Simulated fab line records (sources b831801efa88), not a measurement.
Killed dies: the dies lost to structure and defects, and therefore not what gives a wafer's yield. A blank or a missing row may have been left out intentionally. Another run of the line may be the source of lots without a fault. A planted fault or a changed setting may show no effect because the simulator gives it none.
Comparing a struck lot with a sound one	flow gf180mcu	16 out of 602 route steps
Sound: wafers L973.1, L973.2, L973.3. Struck: wafer L980.4 (L980.2, L980.3, from the same lot, were not struck and are left out); the cause is given at the end.
Order at every step that has rows: each side's tool, ch and its chambers, its first start. Under that, the readings that differ: sound wafers	struck wafers	difference of the means	sigmas: that difference in standard deviations of wafers without a fault.
alike: a reading whose means differ by less than 2 such deviations, as well as words and numbers matching on both sides. not compared: withheld readings; readings where some wafer has no value; bounds like >300 that might hide an equal value; numbers whose values overlap and for which the record gives no deviation.
A row with sigmas, a row that says differs or no value, or rows on one side alone: a step with any of these is where the two part. Numbers that have no deviation but don't overlap get no sigmas and don't part them. A reading that every wafer of one side lacks parts them only if that side has two wafers or more.

first, 6 steps without rows for these wafers: GF_M3_HMDS_08 (prime time 60 s); GF_M3_COAT_09 (resist thk 1000 nm); GF_M3_SOFTBAKE_10 (time 60 s); GF_M3_EXPOSE_11 (exposes mask Metal3, target cd 280 nm); GF_M3_PEB_12 (peb time 90 s); GF_M3_DEVELOP_13 (develop time 60 s).
GF_M3_CD_MEAS_14: the cd target is 280 nm.
  sound: cd_sem-01 at day 23 17:04; struck: cd_sem-02 at day 26 08:58
  alike: cd_nm
GF_M3_OVL_MEAS_15:
  sound: overlay-01 at day 23 17:11; struck: overlay-02 at day 26 09:04
  alike: M3_OVL
GF_M3_METAL_ETCH_16: etches the open film in Cl2/BCl3, stops on SiO2, target depth 750.8 nm, time 125.1 s.
  sound on rie_metal-03 ch 0,1, day 23 17:13; struck on rie_metal-04 ch 0, day 26 09:06
reading	sound	struck	difference	sigmas
oes_product_au (a.u.)	0.992 0.990 1.002	0.980	-0.015	-2
  alike: bias_w, drypump_motor_current_A, throttle_valve_pct
  not compared: rf_hours_counter_h
GF_M3_STRIP_17: strips in O2/N2.
  sound on plasma_asher-02 ch 0,1, day 23 17:21; struck on plasma_asher-02 ch 1, day 26 09:14
  alike: drypump_motor_current_A, heater_power_w, oes_product_au, strip_time_to_endpoint_s
  not compared: rf_hours_counter_h
then, 2 steps without rows for these wafers: GF_M3_STRIP_18 (strips in post etch residue remover, time 1200 s); GF_M3_CLEAN_19 (cleans in DIW).
GF_V3_CVD_00: deposits SiO2, target thk 600 nm, time 100 s.
  sound on hdpcvd-01 ch 0,1,2, day 23 17:53; struck on hdpcvd-02 ch 0, day 26 10:02
reading	sound	struck	difference	sigmas
sih4_flow_sccm (sccm)	60.05 59.87 59.93	89.60	+29.65	+99 or more
model.SiO2_of_V3_CVD_00.thk_nm (nm)	596.2 591.6 589.2	898	+306	
GF_V3_THK_MEAS_01:
  sound: film_metro-02 at day 23 17:58; struck: film_metro-02 at day 26 10:07
reading	sound	struck	difference	sigmas
V3_CVD_00_THK (nm)	596 592 589	898	+306	+45
GF_V3_CVD_02: deposits SiO2 from TEOS, target thk 850 nm, time 94.851 s.
  sound on pecvd-02 ch 0,1,2, day 23 18:01; struck on pecvd-02 ch 2, day 26 10:10
  alike: heater_power_w
GF_PASSIVATION_PROBE_99:
  the record holds rows for the sound wafers here (prober-01, day 30 21:04) but none for the struck ones

== WHERE THEY PART ==
Earliest at GF_M3_METAL_ETCH_16; latest, in this record, at GF_PASSIVATION_PROBE_99.

WHY: what had been put in by the simulator
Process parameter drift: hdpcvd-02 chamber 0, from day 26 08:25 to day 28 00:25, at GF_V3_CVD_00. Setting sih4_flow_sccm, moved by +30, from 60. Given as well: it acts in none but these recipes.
